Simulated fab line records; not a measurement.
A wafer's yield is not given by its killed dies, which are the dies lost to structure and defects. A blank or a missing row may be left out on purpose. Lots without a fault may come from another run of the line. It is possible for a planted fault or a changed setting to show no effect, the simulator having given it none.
fab line records	flow sky130	part 1 of 2: steps 1 to 26 of 36
record: lots: 5	wafers: 15	last-day: 50
route steps=708 shown METAL4@629 VIA4@639 METAL5@661
lots that met no fault: from a run of the same line without faults
start-h: the number of hours between the record's first day and the start of the first shown wafer of the lot	wait-h: hours from the lot's prior step to this one	" as in the row above	L1.1+2: a single row standing in for several wafers	- no value present, or no start provided	* or withheld: withheld	< > ~ a bound
route shown NAME@n: names a module that has steps shown in the file, with the first one's number in the route	usual: mean and standard deviation over wafers with no fault	same: alike in all rows	chamber/n: place in a boat	sites: the reading at each site	_std_site: the values' standard deviation	_edge_site: inner sites' mean taken away from outer sites' mean	radius-mm: for every site, how far away it sits from the centre of the wafer	mask NAME#n: copy n	behind: tool/chamber where the wafer was last shaped	hold: the reason the lot was held/the length of the hold in hours/how it ended	device: names the non-switching transistor (n, p or np)	end of line: the route-end tests of the same wafers	for a step that has no rows: nothing shown but its recipe	killed: the dies lost at the first sort to structure and to defects; this is not the yield of the wafer	map: per-die view of a wafer (x killed, . not killed, _ where there is no die)
set.NAME: the setting as run; set.NAME@STEP: as run at that earlier step	model.NAME: the simulator's own value behind a step, which no gauge read
lots at some steps of the route; a table a step, a row a wafer
services: a tool's chamber out of use, with start hour (start-h, from the record's first day; less than 0 if before it), hours out, and reason
== steps ==
step: SKY_METAL4_CD_MEAS_13
recipe: target-cd-nm: 300
usual: cd-nm: 299.8/1.5
lot.wafer	tool	chamber	start-h	wait-h	cd-nm
L075.1	cd-sem-01	-	986.95	-	298.7
L075.2	"	-	"	"	298.1
L075.6	"	-	"	"	297.2
L079.2	cd-sem-02	-	1014.20	-	300.9
L079.3	"	-	"	"	302.0
L079.6	"	-	"	"	301.3
L084.1	cd-sem-02	-	1051.43	-	297.9
L084.2	"	-	"	"	300.1
L084.3	"	-	"	"	299.3
L091.2	cd-sem-01	-	1091.63	-	298.5
L091.4	"	-	"	"	298.9
L091.5	"	-	"	"	299.3
L094.2	cd-sem-02	-	1109.77	-	302.9
L094.4	"	-	"	"	302.9
L094.5	"	-	"	"	302.7
step: SKY_METAL4_OVL_MEAS_14
usual: METAL4_OVL: 4/6.8
lot.wafer	tool	chamber	start-h	wait-h	METAL4_OVL[nm]
L075.1	overlay-01	-	987.07	0.1	6
L075.2	"	-	"	"	0
L075.6	"	-	"	"	6
L079.2	overlay-02	-	1014.31	0.1	9
L079.3	"	-	"	"	12
L079.6	"	-	"	"	12
L084.1	overlay-01	-	1051.55	0.1	8
L084.2	"	-	"	"	13
L084.3	"	-	"	"	5
L091.2	overlay-02	-	1091.74	0.1	17
L091.4	"	-	"	"	15
L091.5	"	-	"	"	8
L094.2	overlay-01	-	1109.87	0.1	17
L094.4	"	-	"	"	15
L094.5	"	-	"	"	9
step: SKY_METAL4_DESCUM_15
recipe: chemistry: O2	source-power-w: 150	bias-power-w: 0	pressure-mtorr: 10	temp-c: 40	time-s: 8
usual: drypump-motor-current-A: 5.9/0.6	oes-product-au: 1.010/0.0086
lot.wafer	tool	chamber	start-h	wait-h	drypump-motor-current-A	oes-product-au	rf-hours-counter-h
L075.1	rie-metal-03	0	987.10	0.0	6.1	1.008	7
L075.2	"	1	"	"	5.4	1.016	4
L075.6	"	0	"	"	6.1	1.016	-
L079.2	rie-metal-03	0	1014.34	0.0	6.1	1.007	8
L079.3	"	1	"	"	5.4	1.005	-
L079.6	"	0	"	"	6.1	1.006	-
L084.1	rie-metal-03	1	1051.59	0.0	5.4	0.994	8
L084.2	"	0	"	"	6.1	1.003	11
L084.3	"	1	"	"	5.4	0.989	-
L091.2	rie-metal-02	1	1091.77	0.0	5.3	1.011	13
L091.4	"	1	"	"	5.3	1.009	-
L091.5	"	1	"	"	5.3	1.013	-
L094.2	rie-metal-01	1	1109.90	0.0	6.2	0.982	24
L094.4	"	1	"	"	6.2	0.990	-
L094.5	"	0	"	"	5.2	1.020	-
step: SKY_METAL4_ETCH_16
recipe: chemistry: N2/H2	target: BARC	ion-energy-ev: 192.1	bias-w: 100	pressure-mtorr: 30	n2-flow-sccm: 100	h2-flow-sccm: 200	icp-w: 500	stop-on: SiO2	time-s: 88.2	target-depth-a: 600
usual: drypump-motor-current-A: 5.9/0.61	oes-product-au: 0.626/0.0048	throttle-valve-pct: 13.205/0.009
lot.wafer	tool	chamber	start-h	wait-h	drypump-motor-current-A	oes-product-au	rf-hours-counter-h	throttle-valve-pct
L075.1	rie-metal-03	0	987.15	0.0	6.2	0.628	7	13.201
L075.2	"	1	"	"	5.4	0.618	4	13.199
L075.6	"	0	"	"	6.1	0.627	-	13.199
L079.2	rie-metal-03	0	1014.37	0.0	6.1	0.628	8	13.212
L079.3	"	1	"	"	5.4	0.627	-	13.197
L079.6	"	0	"	"	6.1	0.621	-	13.213
L084.1	rie-metal-03	1	1051.62	0.0	5.4	0.624	8	13.201
L084.2	"	0	"	"	6.2	0.628	11	13.216
L084.3	"	1	"	"	5.4	0.626	-	13.206
L091.2	rie-metal-02	1	1091.80	0.0	5.3	0.628	13	13.195
L091.4	"	1	"	"	5.3	0.625	-	13.209
L091.5	"	1	"	"	5.3	0.620	-	13.217
L094.2	rie-metal-01	1	1109.94	0.0	6.2	0.630	24	13.210
L094.4	"	1	"	"	6.3	0.629	-	13.190
L094.5	"	0	"	"	5.2	0.628	-	13.217
step: SKY_METAL4_ETCH_17
recipe: target: SiO2	stop-on: TiN	chemistry: C4F8/O2/Ar	source-w: 1500	bias-w: 1200	pressure-mtorr: 40	c4f8-flow-sccm: withheld	O2_flow_sccm: 6	Ar_flow_sccm: 300	time-s: 3.9	target-depth-a: 150
usual: oes-product-au: 0.754/0.007
lot.wafer	tool	chamber	start-h	wait-h	oes-product-au	rf-hours-counter-h
L075.1	rie-diel-04	1	987.28	0.1	0.745	8
L075.2	"	3	"	"	0.755	15
L075.6	"	1	"	"	0.750	-
L079.2	rie-diel-03	0	1014.48	0.1	0.750	-
L079.3	"	0	"	"	0.753	-
L079.6	"	0	"	"	0.756	-
L084.1	rie-diel-04	1	1051.72	0.1	0.742	10
L084.2	"	0	"	"	0.760	19
L084.3	"	3	"	"	0.747	16
L091.2	rie-diel-03	2	1091.90	0.1	0.753	28
L091.4	"	3	"	"	0.762	28
L091.5	"	0	"	"	0.756	-
L094.2	rie-diel-03	1	1110.03	0.1	0.754	4
L094.4	"	0	"	"	0.748	5
L094.5	"	3	"	"	0.751	-
step: SKY_METAL4_METAL_ETCH_18
recipe: target-depth-a: 8450	stop-on: SiO2	over-etch-frac: 0.3	time-s: 183.1	chemistry: Cl2/BCl3	resist-sidewall-deg: 88	pressure-mtorr: 10	icp-w: 900	bias-w: 48.5	Cl2_flow_sccm: 60	bcl3-flow-sccm: 30
usual: drypump-motor-current-A: 5.8/0.53	mfc-cl2-sccm: 60.04/0.2	oes-product-au: 0.867/0.0058	throttle-valve-pct: 22.264/0.0096
lot.wafer	tool	chamber	start-h	wait-h	drypump-motor-current-A	mfc-cl2-sccm	oes-product-au	rf-hours-counter-h	throttle-valve-pct
L075.1	rie-metal-02	1	987.30	0.0	5.3	60.31	0.871	7	22.271
L075.2	"	0	"	"	6.7	60.02	0.881	2	22.270
L075.6	"	1	"	"	5.3	60.27	0.865	-	22.267
L079.2	rie-metal-02	1	1014.52	0.0	5.4	59.76	0.868	8	22.276
L079.3	"	1	"	"	5.3	59.98	0.870	-	22.257
L079.6	"	0	"	"	6.7	60.06	0.860	-	22.262
L084.1	rie-metal-01	0	1051.74	0.0	5.2	59.93	0.864	15	22.264
L084.2	"	1	"	"	6.2	60.00	0.871	20	22.281
L084.3	"	1	"	"	6.2	60.26	0.875	-	22.259
L091.2	rie-metal-03	1	1091.92	0.0	5.4	60.02	0.867	11	22.262
L091.4	"	1	"	"	5.4	60.15	0.866	-	22.254
L091.5	"	0	"	"	6.1	59.64	0.864	-	22.264
L094.2	rie-metal-02	1	1110.05	0.0	5.3	60.06	0.865	14	22.272
L094.4	"	1	"	"	5.3	59.87	0.864	-	22.263
L094.5	"	1	"	"	5.3	60.05	0.869	-	22.265
step: SKY_METAL4_STRIP_19
recipe: chemistry: O2/N2	power-w: 1400	pressure-mtorr: 1500	platen-temp-c: withheld	o2-flow-sccm: 3000	n2-flow-sccm: 300	overash-fraction: 0.5
usual: drypump-motor-current-A: 6.1/0.48	o2-flow-sccm: 2999/8.5	oes-product-au: 0.499/0.0058	strip-time-to-endpoint-s: 6.48/0.075
lot.wafer	tool	chamber	start-h	wait-h	drypump-motor-current-A	o2-flow-sccm	oes-product-au	rf-hours-counter-h	strip-time-to-endpoint-s
L075.1	plasma-asher-01	1	987.47	0.1	6.3	2985	0.505	24	6.41
L075.2	"	0	"	"	5.4	2999	0.505	24	6.47
L075.6	"	0	"	"	5.5	3006	0.504	-	6.48
L079.2	plasma-asher-01	0	1014.70	0.1	5.5	3016	0.507	27	6.42
L079.3	"	0	"	"	5.5	3008	0.502	-	6.49
L079.6	"	0	"	"	5.5	3007	0.496	-	6.50
L084.1	plasma-asher-01	1	1051.92	0.1	6.2	2995	0.497	31	6.42
L084.2	"	0	"	"	5.5	2997	0.512	31	6.60
L084.3	"	1	"	"	6.2	3007	0.511	-	6.63
L091.2	plasma-asher-03	0	1092.10	0.1	5.8	3008	0.486	69	6.45
L091.4	"	0	"	"	5.8	2982	0.498	-	6.45
L091.5	"	1	"	"	6.8	2996	0.505	-	6.41
L094.2	plasma-asher-01	0	1110.23	0.1	5.5	3001	0.498	37	6.38
L094.4	"	0	"	"	5.5	2994	0.493	-	6.40
L094.5	"	1	"	"	6.2	2999	0.492	-	6.35
step: SKY_METAL4_STRIP_20
recipe: chemistry: post-etch-residue-remover	time-s: 1200	temp-c: 72.5
usual: bath-guard-temp-C: 72.3/0.54	bath-heat-duty-pct: 14.1/1.5
lot.wafer	tool	chamber	start-h	wait-h	bath-guard-temp-C	bath-heat-duty-pct
L075.1	wet-bench-03	3	987.57	0.1	71.9	16.5
L075.2	"	3	"	"	72.6	14.9
L075.6	"	3	"	"	72.0	14.7
L079.2	wet-bench-02	2	1014.80	0.1	72.8	12.2
L079.3	"	2	"	"	72.5	12.2
L079.6	"	2	"	"	72.1	13.3
L084.1	wet-bench-02	2	1052.02	0.1	72.1	11.9
L084.2	"	2	"	"	72.3	11.8
L084.3	"	2	"	"	72.5	13.3
L091.2	wet-bench-03	3	1092.20	0.1	72.2	15.8
L091.4	"	3	"	"	72.4	15.7
L091.5	"	3	"	"	71.9	14.9
L094.2	wet-bench-02	1	1110.33	0.1	72.8	16.6
L094.4	"	1	"	"	72.7	17.3
L094.5	"	1	"	"	73.0	15.5
step: SKY_METAL4_CLEAN_21
recipe: chemistry: IPA	time-s: 180	temp-c: 25
usual: bath-heat-duty-pct: 6.3/0.7
lot.wafer	tool	chamber	start-h	wait-h	bath-heat-duty-pct
L075.1	wet-bench-04	0	988.26	0.0	7.4
L075.2	"	0	"	"	6.7
L075.6	"	0	"	"	7.1
L079.2	wet-bench-04	2	1015.14	0.0	4.8
L079.3	"	2	"	"	6.3
L079.6	"	2	"	"	5.7
L084.1	wet-bench-02	3	1052.36	0.0	6.2
L084.2	"	3	"	"	6.4
L084.3	"	3	"	"	6.7
L091.2	wet-bench-04	0	1092.88	0.0	6.8
L091.4	"	0	"	"	6.3
L091.5	"	0	"	"	6.8
L094.2	wet-bench-02	1	1110.67	0.0	7.0
L094.4	"	1	"	"	5.9
L094.5	"	1	"	"	7.6
step: SKY_METAL4_CLEAN_22
recipe: chemistry: O3/DIW	dry: n2-spin
lot.wafer	tool	chamber	start-h	wait-h
L075.1+2+6	wet-bench-02	0	988.31	0.0
L079.2+3+6	wet-bench-03	0	1015.21	0.0
L084.1+2+3	wet-bench-02	0	1052.42	0.0
L091.2+4+5	wet-bench-03	2	1092.94	0.0
L094.2+4+5	wet-bench-02	2	1110.73	0.0
step: SKY_VIA4_HDPCVD_00
recipe: material: SiO2	target-thk-nm: 1750	sigma-open-frac: 0.3	time-s: 291.7	temp-c: 400	sih4-flow-sccm: 60	pressure-mtorr: 6
lot.wafer	tool	chamber	start-h	wait-h
L075.1+2+6	hdpcvd-01	0,1,2	988.41	0.0
L079.2+3+6	hdpcvd-02	1,0,0	1015.41	0.0
L084.1+2+3	hdpcvd-02	0,1,2	1052.51	0.0
L091.2+4+5	hdpcvd-02	2,2,1	1093.12	0.0
L094.2+4+5	hdpcvd-02	0,1,0	1110.82	0.0
step: SKY_VIA4_THK_MEAS_01
recipe: reads: SiO2_of_VIA4_HDPCVD_00
usual: VIA4_HDPCVD_THK: 1740/18
lot.wafer	tool	chamber	start-h	wait-h	VIA4_HDPCVD_THK[nm]
L075.1	film-metro-01	-	988.59	0.1	1722
L075.2	"	-	"	"	1712
L075.6	"	-	"	"	1732
L079.2	film-metro-04	-	1015.60	0.1	1736
L079.3	"	-	"	"	1721
L079.6	"	-	"	"	1733
L084.1	film-metro-04	-	1052.69	0.1	1749
L084.2	"	-	"	"	1750
L084.3	"	-	"	"	1739
L091.2	film-metro-01	-	1093.31	0.1	1717
L091.4	"	-	"	"	1711
L091.5	"	-	"	"	1732
L094.2	film-metro-03	-	1111.01	0.1	1744
L094.4	"	-	"	"	1746
L094.5	"	-	"	"	1737
step: SKY_VIA4_CMP_02
recipe: material: SiO2	down-force-psi: 4	platen-rpm: 60	pad-velocity-m-s: 0.94248
usual: motor-current-A: 11.8/1.2
lot.wafer	tool	chamber	start-h	wait-h	motor-current-A
L075.2	cmp-01	0	988.65	0.0	12.4
L075.1	"	2	"	"	10.8
L075.6	"	1	"	"	12.3
L079.2	cmp-01	1	1015.75	0.1	11.5
L079.3	"	2	"	"	10.8
L079.6	"	0	"	"	11.1
L084.2	cmp-01	2	1052.75	0.0	10.2
L084.3	"	0	"	"	11.6
L084.1	"	1	"	"	13.4
L091.2	cmp-02	3	1093.41	0.1	15.1
L091.4	"	1	"	"	12.9
L091.5	"	3	"	"	14.3
L094.2	cmp-01	2	1111.11	0.1	10.0
L094.4	"	3	"	"	10.8
L094.5	"	2	"	"	10.7
step: SKY_VIA4_BOW_MEAS_03
recipe: mode: bow
usual: VIA4_BOW: 77/8.1
lot.wafer	tool	chamber	start-h	wait-h	VIA4_BOW[um]
L075.1	film-metro-03	-	988.95	0.1	76
L075.2	"	-	"	"	75
L075.6	"	-	"	"	76
L079.2	film-metro-01	-	1015.97	0.2	71
L079.3	"	-	"	"	67
L079.6	"	-	"	"	65
L084.1	film-metro-03	-	1053.05	0.1	79
L084.2	"	-	"	"	87
L084.3	"	-	"	"	81
L091.2	film-metro-03	-	1093.68	0.2	64
L091.4	"	-	"	"	63
L091.5	"	-	"	"	63
L094.2	film-metro-03	-	1111.38	0.2	78
L094.4	"	-	"	"	96
L094.5	"	-	"	"	93
step: SKY_VIA4_DEHYDRATE_04
recipe: temp-c: 200	time-s: 60
lot.wafer	tool	chamber	start-h	wait-h
L075.1+2+6	litho-track-04	0	999.80	10.8
L079.2+3+6	litho-track-04	0	1026.63	10.6
L084.1+2+3	litho-track-04	0	1063.25	10.2
L091.2+4+5	litho-track-01	0	1103.66	10.0
L094.2+4+5	litho-track-03	0	1120.12	8.7
step: SKY_VIA4_HMDS_05
recipe: prime-time-s: 60	prime-temp-c: 120
lot.wafer	tool	chamber	start-h	wait-h
L075.1+2+6	litho-track-04	0	999.95	0.1
L079.2+3+6	litho-track-04	0	1026.78	0.1
L084.1+2+3	litho-track-04	0	1063.40	0.1
L091.2+4+5	litho-track-01	0	1103.81	0.1
L094.2+4+5	litho-track-03	0	1120.27	0.1
step: SKY_VIA4_COAT_06
recipe: resist: NOVOLAK	spin-rpm: 3000	resist-thk-nm: 1140
lot.wafer	tool	chamber	start-h	wait-h
L075.1+2+6	litho-track-04	0	1000.10	0.1
L079.2+3+6	litho-track-04	0	1026.93	0.1
L084.1+2+3	litho-track-04	0	1063.55	0.1
L091.2+4+5	litho-track-01	0	1103.96	0.1
L094.2+4+5	litho-track-03	0	1120.42	0.1
step: SKY_VIA4_SOFTBAKE_07
recipe: temp-c: 90	time-s: 60	resist: NOVOLAK
lot.wafer	tool	chamber	start-h	wait-h
L075.1+2+6	litho-track-04	0	1000.25	0.1
L079.2+3+6	litho-track-04	0	1027.08	0.1
L084.1+2+3	litho-track-04	0	1063.70	0.1
L091.2+4+5	litho-track-01	0	1104.11	0.1
L094.2+4+5	litho-track-03	0	1120.57	0.1
step: SKY_VIA4_EXPOSE_08
recipe: mask-id: VIM4	na: 0.6	source-shape: conventional	sigma-outer: 0.6	polarization: unpolarized	target-cd-nm: 800	dose-mj: 132
lot.wafer	tool	chamber	start-h	wait-h	mask
L075.1+2+6	iline-stepper-02	0	-	-	VIM4#0
L079.2+3+6	iline-stepper-02	0	-	-	VIM4#0
L084.1+2+3	iline-stepper-02	0	-	-	VIM4#0
L091.2+4+5	iline-stepper-02	0	-	-	VIM4#0
L094.2+4+5	iline-stepper-01	0	-	-	VIM4#0
step: SKY_VIA4_PEB_09
recipe: temp-c: withheld	time-s: *	resist: NOVOLAK
lot.wafer	tool	chamber	start-h	wait-h
L075.1+2+6	litho-track-01	0	-	-
L079.2+3+6	litho-track-03	0	-	-
L084.1+2+3	litho-track-04	0	-	-
L091.2+4+5	litho-track-03	0	-	-
L094.2+4+5	litho-track-03	0	-	-
step: SKY_VIA4_DEVELOP_10
recipe: resist: NOVOLAK	developer: TMAH	develop-time-s: 61.22	dev-temp-c: 23
lot.wafer	tool	chamber	start-h	wait-h
L075.1+2+6	litho-track-01	0	1011.43	0.1
L079.2+3+6	litho-track-03	0	1038.17	0.1
L084.1+2+3	litho-track-04	0	1073.75	0.1
L091.2+4+5	litho-track-03	0	1113.32	0.1
L094.2+4+5	litho-track-03	0	1130.07	0.1
step: SKY_VIA4_OVL_MEAS_11
usual: VIA4_OVL: 0.0/1.6
lot.wafer	tool	chamber	start-h	wait-h	VIA4_OVL[nm]
L075.1	overlay-01	-	1011.58	0.1	-2.3
L075.2	"	-	"	"	-3.6
L075.6	"	-	"	"	-2.2
L079.2	overlay-01	-	1038.30	0.1	-1.6
L079.3	"	-	"	"	0.3
L079.6	"	-	"	"	-1.0
L084.1	overlay-01	-	1073.90	0.1	1.1
L084.2	"	-	"	"	0.8
L084.3	"	-	"	"	0.6
L091.2	overlay-01	-	1113.45	0.1	-1.3
L091.4	"	-	"	"	-1.4
L091.5	"	-	"	"	-0.6
L094.2	overlay-02	-	1130.20	0.1	-1.2
L094.4	"	-	"	"	-0.9
L094.5	"	-	"	"	0.7
step: SKY_VIA4_ETCH_12
recipe: target: SiO2	chemistry: C4F8/O2/Ar	stop-on: TiN	mask-material: NOVOLAK	source-w: 1500	bias-w: 1200	pressure-mtorr: 40	c4f8-flow-sccm: withheld	O2_flow_sccm: 6	Ar_flow_sccm: 300	time-s: withheld	target-depth-a: 5800
usual: oes-product-au: 0.926/0.0048
lot.wafer	tool	chamber	start-h	wait-h	oes-product-au
L075.1	rie-diel-03	2	1011.62	0.0	0.924
L075.2	"	0	"	"	0.919
L075.6	"	0	"	"	0.925
L079.2	rie-diel-04	2	1038.33	0.0	0.926
L079.3	"	0	"	"	0.925
L079.6	"	3	"	"	0.919
L084.1	rie-diel-03	1	1073.94	0.0	0.926
L084.2	"	2	"	"	0.926
L084.3	"	3	"	"	0.925
L091.2	rie-diel-03	2	1113.48	0.0	0.932
L091.4	"	1	"	"	0.929
L091.5	"	1	"	"	0.917
L094.2	rie-diel-01	0	1130.23	0.0	0.932
L094.4	"	1	"	"	0.927
L094.5	"	3	"	"	0.930
step: SKY_VIA4_STRIP_13
recipe: chemistry: O2/N2	power-w: 1400	pressure-mtorr: 1500	platen-temp-c: withheld	o2-flow-sccm: 3000	n2-flow-sccm: 300	overash-fraction: 0.5
usual: drypump-motor-current-A: 6.0/0.62	o2-flow-sccm: 3001/8.7	oes-product-au: 0.709/0.0049	strip-time-to-endpoint-s: 12.800/0.027
lot.wafer	tool	chamber	start-h	wait-h	drypump-motor-current-A	o2-flow-sccm	oes-product-au	rf-hours-counter-h	strip-time-to-endpoint-s
L075.1	plasma-asher-03	1	1011.73	-	6.8	2992	0.702	60	12.781
L075.2	"	0	"	"	5.7	3000	0.717	60	12.785
L075.6	"	1	"	"	6.8	2984	0.720	-	12.843
L079.2	plasma-asher-04	0	1038.41	-	5.0	2993	0.715	94	12.741
L079.3	"	0	"	"	5.0	3004	0.703	-	12.815
L079.6	"	0	"	"	5.0	3011	0.714	-	12.747
L084.1	plasma-asher-03	1	1074.01	-	6.8	3008	0.709	67	12.770
L084.2	"	0	"	"	5.8	3008	0.711	67	12.802
L084.3	"	1	"	"	6.8	3005	0.712	-	12.803
L091.2	plasma-asher-03	0	1113.56	-	5.7	3010	0.708	71	12.799
L091.4	"	1	"	"	6.8	3000	0.703	-	12.765
L091.5	"	0	"	"	5.7	3008	0.715	-	12.797
L094.2	plasma-asher-04	1	1130.31	-	5.4	2999	0.706	103	12.787
L094.4	"	1	"	"	5.4	2980	0.707	-	12.779
L094.5	"	1	"	"	5.5	3000	0.705	-	12.791
step: SKY_VIA4_STRIP_14
recipe: chemistry: post-etch-residue-remover	time-s: 1200	temp-c: 72.5
usual: bath-guard-temp-C: 72.5/0.34	bath-heat-duty-pct: 14.5/1.4
lot.wafer	tool	chamber	start-h	wait-h	bath-guard-temp-C	bath-heat-duty-pct
L075.1	wet-bench-04	3	1011.83	0.1	72.5	12.9
L075.2	"	3	"	"	72.2	14.4
L075.6	"	3	"	"	71.8	16.0
L079.2	wet-bench-02	1	1038.51	0.1	72.9	16.1
L079.3	"	1	"	"	72.9	17.5
L079.6	"	1	"	"	72.6	16.9
L084.1	wet-bench-04	1	1074.11	0.1	73.0	16.1
L084.2	"	1	"	"	73.2	16.5
L084.3	"	1	"	"	72.9	15.3
L091.2	wet-bench-04	3	1113.66	0.1	72.2	15.0
L091.4	"	3	"	"	72.2	13.7
L091.5	"	3	"	"	72.3	14.2
L094.2	wet-bench-02	1	1130.41	0.1	72.7	18.4
L094.4	"	1	"	"	72.9	16.4
L094.5	"	1	"	"	73.1	16.0
step: SKY_VIA4_CLEAN_15
recipe: chemistry: IPA	time-s: 180	temp-c: 25
usual: bath-heat-duty-pct: 6.1/0.68
lot.wafer	tool	chamber	start-h	wait-h	bath-heat-duty-pct
L075.1	wet-bench-02	2	1012.20	0.0	5.7
L075.2	"	2	"	"	6.0
L075.6	"	2	"	"	5.9
L079.2	wet-bench-04	2	1038.85	0.0	6.1
L079.3	"	2	"	"	5.9
L079.6	"	2	"	"	5.2
L084.1	wet-bench-01	1	1074.45	0.0	6.3
L084.2	"	1	"	"	6.8
L084.3	"	1	"	"	7.0
L091.2	wet-bench-02	3	1114.00	0.0	6.2
L091.4	"	3	"	"	6.4
L091.5	"	3	"	"	6.4
L094.2	wet-bench-04	2	1130.75	0.0	4.5
L094.4	"	2	"	"	5.5
L094.5	"	2	"	"	4.9
